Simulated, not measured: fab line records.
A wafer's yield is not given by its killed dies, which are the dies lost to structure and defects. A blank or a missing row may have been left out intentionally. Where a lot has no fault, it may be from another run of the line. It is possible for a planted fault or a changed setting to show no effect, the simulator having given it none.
fab line records | flow sky130
[record] lots = 5 wafers = 15 last-day = 50
route steps=708 shown VT_ADJUST_PCH@146 SONOS_TUNNEL@154 PAD_OPEN@708
lots that met no fault: from a run of the same line without faults
start-h: hours from the record's first day to the start of the lot's first wafer shown | wait-h: time in hours since the lot's previous step | " as in the row above | L1.1+2: several wafers, shown together as one row | - value missing, or start not given | * or withheld: withheld | < > ~ a bound
route shown NAME@n: names a module that has steps shown in the file, with the first one's number in the route | usual: average and standard deviation across the fault-free wafers | same: alike in all rows | chamber/n: place in a boat | sites: the reading at each site | _std_site: the standard deviation of these | _edge_site: inner sites' mean taken away from outer sites' mean | radius-mm: how far each site lies from the wafer's centre | mask NAME#n: copy n | behind: tool/chamber where the wafer was last shaped | hold: reason for holding the lot/hours on hold/outcome of the hold | device: names the non-switching transistor (n, p or np) | end of line: tests run on the same wafers once the route is complete | a step with no rows: only its recipe | killed: count of dies lost to structure and defects at first sort (not the wafer's yield) | map: per-die view of a wafer (x killed, . not killed, _ where there is no die)
set.NAME: setting as actually run; set.NAME@STEP: the setting as run at that earlier step | model.NAME: the simulator's own value behind a step, which no gauge read
certain route steps with their lots: each step a table, each wafer a row
services: the hour from which a tool's chamber was out of use, counted from the record's first day as start-h (under 0 if before that day), plus the number of hours and why
[[steps]]
[step SKY_VT_ADJUST_PCH_SOFTBAKE_03]
[recipe] temp-c = 110 time-s = withheld
[step SKY_VT_ADJUST_PCH_EXPOSE_04]
[recipe] mask-id = NWM na = 0.6 source-shape = conventional sigma-outer = 0.6 polarization = unpolarized target-cd-nm = 840 dose-mj = 255
[step SKY_VT_ADJUST_PCH_PEB_05]
[recipe] temp-c = 115 time-s = withheld
[step SKY_VT_ADJUST_PCH_DEVELOP_06]
[recipe] wall-angle-deg = 90 developer = TMAH develop-time-s = 60 dev-temp-c = 23
[step SKY_VT_ADJUST_PCH_OVL_MEAS_07]
[usual] VT_ADJUST_PCH_OVL = -2.2/1.4
// columns lot.wafer tool chamber start-h wait-h VT_ADJUST_PCH_OVL[nm]
L799.3 overlay-01 - 243.65 - -1.7
L799.4 " - " " -2.4
L799.6 " - " " -3.7
L805.3 overlay-02 - 300.70 - -3.4
L805.5 " - " " -4.7
L805.6 " - " " -2.8
L806.1 overlay-01 - 301.04 - -2.6
L806.2 " - " " -2.5
L806.3 " - " " -2.8
L815.4 overlay-02 - 380.21 - -4.1
L815.5 " - " " -3.9
L815.6 " - " " -2.5
L816.1 overlay-01 - 381.90 - 0.8
L816.2 " - " " -1.7
L816.3 " - " " -0.2
[step SKY_VT_ADJUST_PCH_IMPLANT_08]
[recipe] species = B energy-kev = 10 dose-cm2 = 4.905e+11 tilt-deg = withheld
[step SKY_VT_ADJUST_PCH_STRIP_09]
[recipe] chemistry = O2/N2 power-w = 1400 pressure-mtorr = 1500 platen-temp-c = withheld o2-flow-sccm = 3000 n2-flow-sccm = 300 overash-fraction = 0.5
[usual] drypump-motor-current-A = 5.64/0.21 oes-product-au = 0.723/0.0046 strip-time-to-endpoint-s = 36.94/0.1
[same] overash-fraction = 0.5
// columns lot.wafer tool chamber start-h wait-h drypump-motor-current-A oes-product-au rf-hours-counter-h strip-time-to-endpoint-s
L799.3 plasma-asher-03 1 243.86 0.1 5.91 0.724 - 36.79
L799.4 " 0 " " 5.98 0.726 - 36.80
L799.6 " 0 " " 5.97 0.720 - 36.81
L805.3 plasma-asher-01 1 300.91 0.1 5.49 0.722 - 36.99
L805.5 " 0 " " 5.44 0.727 - 36.87
L805.6 " 1 " " 5.47 0.718 - 36.90
L806.1 plasma-asher-02 0 301.23 0.1 5.61 0.724 59 36.94
L806.2 " 1 " " 5.49 0.726 59 36.82
L806.3 " 0 " " 5.60 0.729 - 36.95
L815.4 plasma-asher-03 1 380.42 0.1 5.92 0.724 - 36.84
L815.5 " 0 " " 5.97 0.723 - 36.84
L815.6 " 1 " " 5.91 0.721 - 36.81
L816.1 plasma-asher-03 1 382.08 0.1 5.93 0.727 68 36.80
L816.2 " 0 " " 5.98 0.717 68 36.82
L816.3 " 0 " " 5.99 0.727 - 36.89
[step SKY_VT_ADJUST_PCH_TW_MEAS_10]
[usual] VT_ADJUST_PCH_TW = 142.0/1.4
// columns lot.wafer tool chamber start-h wait-h VT_ADJUST_PCH_TW
L799.3 film-metro-01 - 243.95 0.1 139.7
L799.4 " - " " 139.8
L799.6 " - " " 139.2
L805.3 film-metro-02 - 301.00 0.1 142.2
L805.5 " - " " 142.3
L805.6 " - " " 141.5
L806.1 film-metro-04 - 301.33 0.1 143.5
L806.2 " - " " 144.0
L806.3 " - " " 144.2
L815.4 film-metro-01 - 380.51 0.1 141.2
L815.5 " - " " 141.1
L815.6 " - " " 141.6
L816.1 film-metro-02 - 382.18 0.1 141.7
L816.2 " - " " 142.9
L816.3 " - " " 143.2
[step SKY_SONOS_TUNNEL_DEHYDRATE_00]
[recipe] temp-c = 200 time-s = 60
[step SKY_SONOS_TUNNEL_HMDS_01]
[recipe] prime-time-s = 60 prime-temp-c = 120
[step SKY_SONOS_TUNNEL_COAT_02]
[recipe] resist = NOVOLAK spin-rpm = 3000 resist-thk-nm = 1140
[step SKY_SONOS_TUNNEL_SOFTBAKE_03]
[recipe] temp-c = 90 time-s = 60 resist = NOVOLAK
[step SKY_SONOS_TUNNEL_EXPOSE_04]
[recipe] mask-id = TUNM na = 0.6 source-shape = conventional sigma-outer = 0.6 polarization = unpolarized target-cd-nm = 410 dose-mj = 136
// columns lot.wafer tool chamber start-h wait-h mask
L799.3+4+6 iline-stepper-01 0 255.47 - TUNM#0
L805.3+5+6 iline-stepper-02 0 313.84 - TUNM#0
L806.1+2+3 iline-stepper-01 0 314.45 - NWM#0
L815.4+5+6 iline-stepper-02 0 394.96 - TUNM#0
L816.1+2+3 iline-stepper-02 0 396.10 - TUNM#0
[step SKY_SONOS_TUNNEL_PEB_05]
[recipe] temp-c = withheld time-s = * resist = NOVOLAK
[step SKY_SONOS_TUNNEL_DEVELOP_06]
[recipe] resist = NOVOLAK developer = TMAH develop-time-s = 60 dev-temp-c = 23.73
[step SKY_SONOS_TUNNEL_CD_MEAS_07]
[recipe] target-cd-nm = 410
[usual] cd-nm = 410.1/2.4
// columns lot.wafer tool chamber start-h wait-h cd-nm
L799.3 cd-sem-01 - 267.44 0.1 410.6
L799.4 " - " " 409.9
L799.6 " - " " 411.1
L805.3 cd-sem-02 - 327.08 0.1 413.1
L805.5 " - " " 410.7
L805.6 " - " " 413.7
L806.1 cd-sem-01 - 327.99 0.1 -
L806.2 " - " " -
L806.3 " - " " -
L815.4 cd-sem-02 - 408.76 0.1 408.1
L815.5 " - " " 409.3
L815.6 " - " " 408.6
L816.1 cd-sem-02 - 410.58 0.1 409.2
L816.2 " - " " 410.3
L816.3 " - " " 410.7
[step SKY_SONOS_TUNNEL_OVL_MEAS_08]
[usual] SONOS_TUNNEL_OVL = -0.5/1
// columns lot.wafer tool chamber start-h wait-h SONOS_TUNNEL_OVL[nm]
L799.3 overlay-02 - 267.53 0.1 -0.1
L799.4 " - " " -1.3
L799.6 " - " " -1.1
L805.3 overlay-01 - 327.17 0.1 -2.8
L805.5 " - " " -1.5
L805.6 " - " " -1.5
L806.1 overlay-01 - 328.11 0.1 -
L806.2 " - " " -
L806.3 " - " " -
L815.4 overlay-01 - 408.83 0.1 0.0
L815.5 " - " " 0.6
L815.6 " - " " -0.8
L816.1 overlay-02 - 410.70 0.1 0.7
L816.2 " - " " 1.8
L816.3 " - " " 0.6
[step SKY_SONOS_TUNNEL_IMPLANT_09]
[recipe] species = B energy-kev = 20 dose-cm2 = 1e+12 tilt-deg = withheld
[step SKY_SONOS_TUNNEL_WET_ETCH_10]
[recipe] chemistry = dHF target-depth-nm = 14 target = SiO2 dilution = 100:1 temp-c = 25 time-s = 280
[step SKY_SONOS_TUNNEL_STRIP_11]
[recipe] chemistry = SPM time-s = 600 temp-c = 130
[step SKY_SONOS_TUNNEL_TW_MEAS_12]
[usual] SONOS_TUNNEL_TW = 197.8/1.9
// columns lot.wafer tool chamber start-h wait-h SONOS_TUNNEL_TW
L799.3 film-metro-04 - 267.99 0.0 199.7
L799.4 " - " " 199.7
L799.6 " - " " 199.8
L805.3 film-metro-03 - 327.80 0.0 195.9
L805.5 " - " " 196.9
L805.6 " - " " 196.6
L806.1 film-metro-02 - 328.73 0.0 29.9
L806.2 " - " " 30.1
L806.3 " - " " 29.9
L815.4 film-metro-03 - 409.29 0.0 193.7
L815.5 " - " " 194.8
L815.6 " - " " 194.8
L816.1 film-metro-02 - 411.14 0.0 196.9
L816.2 " - " " 196.9
L816.3 " - " " 195.9
[step SKY_SONOS_TUNNEL_CLEAN_13]
[recipe] chemistry = dHF time-s = 20 dilution = 100:1 dry = ipa-marangoni
[step SKY_PAD_OPEN_PROBE_99]
[usual] killed_at_M0_to_M3 = 42/6.7 killed_at_M4_up = 3.4/2 killed-at-contacts = 24/5.1 killed-at-front-end = 14/4.2 killed-at-other = 0.2/0.49 killed-dies = 84/8.4 killed-on-rim = 17/3.6 killed-open = 46/7 killed-short = 39/5.8
[same] gross-dies = 492 killed-at-back-side = 0
// columns lot.wafer tool chamber start-h wait-h killed_at_M0_to_M3 killed_at_M4_up killed-at-contacts killed-at-front-end killed-at-other killed-dies killed-on-rim killed-open killed-short
L799.3 prober-02 - 1094.01 0.2 37 1 29 20 0 87 12 40 47
L799.4 prober-02 - 1094.06 0.2 37 2 24 18 0 81 16 49 32
L799.6 prober-02 - 1094.16 0.2 45 4 24 19 0 92 19 51 41
L806.1 prober-02 - 1136.31 0.1 35 6 14 437 0 492 96 42 35
L806.2 prober-02 - 1136.36 0.1 42 5 24 421 0 492 96 40 45
L806.3 prober-02 - 1136.41 0.2 33 2 20 436 1 492 96 34 32
L805.3 prober-01 - 1136.76 0.2 38 5 26 11 0 80 16 45 35
L805.5 prober-01 - 1136.86 0.2 38 5 26 12 1 82 22 43 39
L805.6 prober-01 - 1136.91 0.2 31 5 28 14 0 78 19 43 35
// killed by level:class
L799.3 METAL1:geometric-particle:short=8 CONTACT:geometric-particle:open=7 VIA1:geometric-particle:open=7 FIELD_ISO:geometric-particle:short=6 LI_CONTACT:geometric-particle:open=6 LOCAL_INTERCONNECT:geometric-particle:short=6 VIA3:geometric-particle:open=6 VIA1:geometric-particle:short=6
L799.4 VIA1:geometric-particle:open=10 CONTACT:geometric-particle:open=9 LI_CONTACT:geometric-particle:open=8 POLY_GATE:geometric-particle:open=7 METAL2:geometric-particle:short=6 METAL1:geometric-particle:short=5 LI_CONTACT:geometric-particle:short=4 VIA3:geometric-particle:open=4
L799.6 VIA1:geometric-particle:open=13 CONTACT:geometric-particle:open=11 POLY_GATE:geometric-particle:short=6 FIELD_ISO:geometric-particle:open=5 LOCAL_INTERCONNECT:geometric-particle:short=5 METAL1:geometric-particle:short=5 VIA2:geometric-particle:short=5 METAL2:geometric-particle:open=5
L806.1 SONOS_TUNNEL:area-expose=415 FIELD_ISO:geometric-particle:open=10 VIA1:geometric-particle:open=6 FIELD_ISO:geometric-particle:short=5 VIA1:geometric-particle:short=5 VIA3:geometric-particle:open=5 METAL4:geometric-particle:short=5 LI_CONTACT:geometric-particle:open=4
L806.2 SONOS_TUNNEL:area-expose=407 VIA3:geometric-particle:open=7 FIELD_ISO:geometric-particle:short=6 LI_CONTACT:geometric-particle:open=6 VIA1:geometric-particle:open=6 LI_CONTACT:geometric-particle:short=5 CONTACT:geometric-particle:open=5 METAL1:geometric-particle:short=5
L806.3 SONOS_TUNNEL:area-expose=426 CONTACT:geometric-particle:open=9 METAL2:geometric-particle:short=8 METAL1:geometric-particle:short=6 VIA1:geometric-particle:open=6 VIA2:geometric-particle:open=4 FIELD_ISO:geometric-particle:short=3 LI_CONTACT:geometric-particle:open=3
L805.3 CONTACT:geometric-particle:open=13 VIA3:geometric-particle:open=10 VIA1:geometric-particle:open=7 CONTACT:geometric-particle:short=6 VIA1:geometric-particle:short=6 LI_CONTACT:geometric-particle:open=5 FIELD_ISO:geometric-particle:open=4 FIELD_ISO:geometric-particle:short=3
L805.5 CONTACT:geometric-particle:open=9 LI_CONTACT:geometric-particle:open=8 VIA1:geometric-particle:open=8 METAL1:geometric-particle:short=6 LOCAL_INTERCONNECT:geometric-particle:short=5 VIA3:geometric-particle:open=5 METAL2:geometric-particle:short=5 METAL3:geometric-particle:short=4
L805.6 LI_CONTACT:geometric-particle:open=13 VIA1:geometric-particle:open=8 POLY_GATE:geometric-particle:short=6 CONTACT:geometric-particle:open=6 CONTACT:geometric-particle:short=5 METAL1:geometric-particle:short=4 VIA2:geometric-particle:short=4 VIA3:geometric-particle:open=4
// map L806.1 (x killed, . not)
__________xxxxxxxxxx_________
________xxxxxxxxxxxxxx_______
______xxxxxxxxxxxxxxxxxx_____
_____xxxxxxxxxxxxxxxxxxxx____
____xxxxxxxxxxxxxxxxxxxxxx___
___xxxxxxxxxxxxxxxxxxxxxxxx__
__xxxxxxxxxxxxxxxxxxxxxxxxxx_
_xxxxxxxxxxxxxxxxxxxxxxxxxxxx
_xxxxxxxxxxxxxxxxxxxxxxxxxxxx
_xxxxxxxxxxxxxxxxxxxxxxxxxxxx
_xxxxxxxxxxxxxxxxxxxxxxxxxxxx
_xxxxxxxxxxxxxxxxxxxxxxxxxxxx
_xxxxxxxxxxxxxxxxxxxxxxxxxxxx
_xxxxxxxxxxxxxxxxxxxxxxxxxxxx
_xxxxxxxxxxxxxxxxxxxxxxxxxxxx
__xxxxxxxxxxxxxxxxxxxxxxxxxx_
___xxxxxxxxxxxxxxxxxxxxxxxx__
____xxxxxxxxxxxxxxxxxxxxxx___
_____xxxxxxxxxxxxxxxxxxxx____
______xxxxxxxxxxxxxxxxxx_____
________xxxxxxxxxxxxxx_______
__________xxxxxxxxxx_________
// map L799.6 (x killed, . not)
__________.....x.x.x_________
________...x...x....x._______
______x.x........x..x..._____
_____.......x...x...x....____
____.x.x..x........xxx..x.___
___x..x.....x...x..........__
__.....x......x.......x...x._
_.................x.....x....
_..............xx.x...x..x...
_..x...x.....x...xx..x...x...
_.xxx...............x........
_..............x.....xx......
_..................xx.x.x....
_.....x..xxx.........x...xx..
_.x...x...xx..............xx.
__.x...x....x.x....xx...x..._
___x...x....x.x..x.x...x...__
____..............x......x___
_____.x.x..xx........x...____
______...x.....x.......x_____
________...........x.._______
__________...x......_________
[[services]]
// columns tool chamber start-h hours kind
iline-stepper-02 - 230.48 1.7 pm
iline-stepper-01 - 299.04 1.7 pm
iline-stepper-01 - 300.71 4.4 pm
plasma-asher-03 - 333.11 1.4 repair
iline-stepper-01 - 334.40 6.6 repair
[[key]]
[first-sign] step = SKY_SONOS_TUNNEL_EXPOSE_04 reading = mask direction = changed
[effect] step = SKY_SONOS_TUNNEL_CD_MEAS_07 reading = cd-nm direction = missing
[effect] step = SKY_SONOS_TUNNEL_OVL_MEAS_08 reading = SONOS_TUNNEL_OVL direction = missing
[effect] step = SKY_SONOS_TUNNEL_TW_MEAS_12 reading = SONOS_TUNNEL_TW direction = down sigmas = 91 usual = 197.8 struck = 30.0
[effect] step = SKY_PAD_OPEN_PROBE_99 reading = killed-at-front-end direction = up sigmas = 99+ usual = 14 struck = 431
[more-kills-born-at] SKY_SONOS_TUNNEL_EXPOSE_04@iline-stepper-01 = 1248
met-at SKY_SONOS_TUNNEL_EXPOSE_04
struck-wafers L806.1,L806.2,L806.3
later-rows-left-out L806.1,L806.2,L806.3
tester-left-out L806
onset-between 255.47 314.45
[fault] kind = wrong-mask tool = any chamber = - onset-h = 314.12 steps = SKY_SONOS_TUNNEL_EXPOSE_04 aux-copy = NWM#0 scope = struck-lots-only
// tester-left-out: of these lots the tester's yield and bins aren't shown, on N5 and GAA mostly nor the transistor test; their killed dies are dies lost to structure and defects alone, not to doping, threshold or leakage, so they don't give the yield
// later-rows-left-out: the simulator's readings of these wafers behind a module that went badly wrong aren't trusted and aren't shown, but for the sort
